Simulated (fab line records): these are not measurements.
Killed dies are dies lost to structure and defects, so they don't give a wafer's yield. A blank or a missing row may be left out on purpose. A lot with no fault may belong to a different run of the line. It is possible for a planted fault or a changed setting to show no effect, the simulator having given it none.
Comparing a struck lot with a sound one :: flow sky130 :: 16 out of 708 route steps
Sound: the wafers L172.1, L172.3, L172.6. Struck: wafer L180.4 (L180.2, L180.6, from the same lot, were not struck and are left out); the cause is given at the end.
Order at every step that has rows: each side's tool, ch and its chambers, its first start. Under that, the readings that differ: sound wafers :: struck wafers :: difference of the means :: sigmas: that difference in standard deviations of wafers without a fault.
alike: same words and numbers on both sides, and readings whose means sit less than 2 such deviations apart. not compared: any withheld reading, any reading some wafer has no value for, any bound like >300 that may hide the same value, and any number with overlapping values for which the record gives no deviation.
The two part at a step that has a row with sigmas, a row that says differs or no value, or rows on one side only. Numbers that don't overlap but have no deviation are shown without sigmas and don't part them. A reading missing from all wafers of one side parts the sides only when that side holds two or more wafers.

first, 8 steps without rows for these wafers: SKY_METAL1_DEHYDRATE_07 (time 60 s); SKY_METAL1_HMDS_08 (prime time 60 s); SKY_METAL1_COAT_09 (resist thk 60 nm); SKY_METAL1_COAT_10 (resist thk 450 nm); SKY_METAL1_SOFTBAKE_11 (time 90 s); SKY_METAL1_EXPOSE_12 (exposes mask MM1, target cd 140 nm); SKY_METAL1_PEB_13; SKY_METAL1_DEVELOP_14 (develop time 60 s).
SKY_METAL1_CD_MEAS_15: target cd 140 nm.
  sound on cd_sem-01, day 33 03:02; struck on cd_sem-01, day 35 19:22
  alike: cd_nm
SKY_METAL1_OVL_MEAS_16:
  sound on overlay-02, day 33 03:10; struck on overlay-02, day 35 19:28
  alike: METAL1_OVL
SKY_METAL1_DESCUM_17: chemistry O2, time 8 s.
  sound on rie_metal-04 ch 0,1, day 33 03:12; struck on rie_metal-01 ch 1, day 35 19:31
  alike: chamber_pressure_mTorr, drypump_motor_current_A, oes_product_au
  not compared: rf_hours_counter_h
SKY_METAL1_ETCH_18: etches BARC in N2/H2, stops on SiO2, time 45.9 s, target depth 60 nm.
  sound on rie_metal-04 ch 0,1, day 33 03:14; struck on rie_metal-01 ch 1, day 35 19:35
  alike: chamber_pressure_mTorr, drypump_motor_current_A, oes_product_au, throttle_valve_pct
  not compared: rf_hours_counter_h
SKY_METAL1_METAL_ETCH_19: etches the open film in Cl2/BCl3, stops on SiO2, target depth 360 nm, time 78 s.
  sound on rie_metal-04 ch 0,1, day 33 03:18; struck on rie_metal-01 ch 1, day 35 19:43
reading: model.KrF-thick_of_METAL1_COAT_10.thk_nm (nm)
sound: 155.1 144.5 144.7
struck: 199.6
difference: +51.5
sigmas: 

reading: model.METAL1.cd_nm (nm)
sound: 142.3 138.6 138.7
struck: 143.5
difference: +3.6
sigmas: 

reading: model.SiO2_of_CONTACT_HDPCVD_02.thk_nm (nm)
sound: 326.5 324.2 325
struck: 327.3
difference: +2.1
sigmas: 
  alike: chamber_pressure_mTorr, drypump_motor_current_A, oes_product_au, throttle_valve_pct
  not compared: rf_hours_counter_h
SKY_METAL1_STRIP_20: strips in O2/N2.
  sound on plasma_asher-03 ch 0,1, day 33 03:23; struck on plasma_asher-04 ch 1, day 35 19:52
reading: oes_product_au (a.u.)
sound: 0.342 0.335 0.342
struck: 0.355
difference: +0.015
sigmas: +3

reading: strip_time_to_endpoint_s (s)
sound: 2.66 2.55 2.55
struck: 3.13
difference: +0.54
sigmas: +8
  alike: chamber_pressure_mTorr, drypump_motor_current_A
  not compared: rf_hours_counter_h
then, 1 step without rows for these wafers: SKY_METAL1_STRIP_21 (strips in post etch residue remover, time 1200 s).
-- the record jumps here: 12 days lie between the struck wafers' starts before and after (it left off in module METAL1 and takes up again in module PAD_OPEN, whose first step shown is number 708 of the route) --
SKY_PAD_OPEN_PROBE_99:
  sound on prober-01, day 46 05:09; struck on prober-01, day 48 06:40
reading: model.etest.met1_comb.leak_log10_a_um
sound: -12.07 -11.78 -12.02
struck: -9.972
difference: +1.985
sigmas: 

WHERE THEY PART
Within this record, at SKY_METAL1_STRIP_20 only.

WHY: what had been put in by the simulator
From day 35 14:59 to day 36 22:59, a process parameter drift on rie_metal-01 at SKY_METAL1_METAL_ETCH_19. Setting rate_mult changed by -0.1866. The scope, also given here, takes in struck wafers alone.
